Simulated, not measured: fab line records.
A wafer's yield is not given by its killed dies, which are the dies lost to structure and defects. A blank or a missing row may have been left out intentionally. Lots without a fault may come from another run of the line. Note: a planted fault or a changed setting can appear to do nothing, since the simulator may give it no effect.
Problem report, 8D (eight disciplines) form, completed by code | flow gf180mcu | the parts of the form that need people (team, actions taken, sign-off) are left out

== 1. THE ISSUE ==
NSD_RS at GF_PSD_RS_MEAS_14 reads a mean of 42.60 ohm/sq on 9 wafers of 3 lots; wafers without a fault read 46.14 ohm/sq with a standard deviation of 0.072. Measured from the usual mean, that is -49 standard deviations.
The step: measures by four-point-probe.
The first sign was on wafer L132.1 at day 17 04:15, on film_metro-03. At this step, 39 wafers from 13 lots have a number in the record. By rule, "out" or "out of limits" means more than 4 standard deviations away from the usual mean. Any other wafer with a number is counted as sound.

== 2. WHAT IT IS; WHAT IT IS NOT ==
question                    | is                                          | is not
which readings at this step | NSD_RS                                      | -
which lots                  | L132, L135, L137                            | L124, L127, L128, L130, L131, L136, L140, L145, L146, L147
which wafers of those lots  | all that have a number                      | -
read on which gauges        | film_metro-01, film_metro-02, film_metro-03 | -
when                        | from day 17 04:15                           | up to then (15 sound wafers); but 15 sound wafers of L136, L140, L145, L146, L147 came after

== 3. THE SUSPECTS, EACH WITH WHAT RULES IT OUT ==
Counting: a tool at any process step up to the reading remains a suspect when it ran all the lots that are out and ran no sound lot after the first of those.
- the gauge at GF_PSD_RS_MEAS_14 is ruled out. 3 gauges (film_metro-01, film_metro-02, film_metro-03) read the wafers that are out.
- rtp_anneal-01 at GF_PSD_RTA_13 (time 20 s): ruled out as a lasting fault. Following L132 (day 17 04:04), the first lot on it that is out, the sound lots L145, L146, L147 were run on it.
Left after counting: nothing in the record.

== 4. THE CAUSE (what the simulator had put in) ==
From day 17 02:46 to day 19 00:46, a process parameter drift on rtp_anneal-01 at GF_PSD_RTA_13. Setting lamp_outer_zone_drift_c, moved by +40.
It was ruled out by counting, in error; the rule expects a fault to strike all lots run on its tool from its start on, and this fault did not.

== 5. SEQUENCE OF EFFECTS, ordered by route ==
One row per reading whose mean, taken over the struck wafers that have a number, lies over 3 standard deviations from the usual. Readings are gone through only where the record gives a usual standard deviation; hours: the median, over the lots, of the time from a lot's start at the first step in this table giving one to that lot's start at this step; sigmas: the change measured in usual standard deviations.
hours | step              | reading | usual         | on struck wafers | change | sigmas
0     | GF_PSD_RS_MEAS_14 | NSD_RS  | 46.14 ohm/sq  | 42.60            | -3.54  | -49
0     | GF_PSD_RS_MEAS_15 | PSD_RS  | 108.54 ohm/sq | 98.51            | -10.03 | -39
Later steps that measure or inspect, where all struck wafers having a row at the step show a number for every such reading and not one has moved that far: GF_CONTACT_BOW_MEAS_05, GF_M1_CD_MEAS_14.

== 6. WHAT WOULD HAVE CAUGHT IT SOONER ==
In this record the first reading out of limits at a measuring or inspecting step was taken at day 17 04:15, 1 hour after the fault began at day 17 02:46.
Of the tool readings at GF_PSD_RTA_13 for which the record gives a usual standard deviation, none was out on any struck wafer, so an alarm limit of 4 standard deviations on them would not have fired.
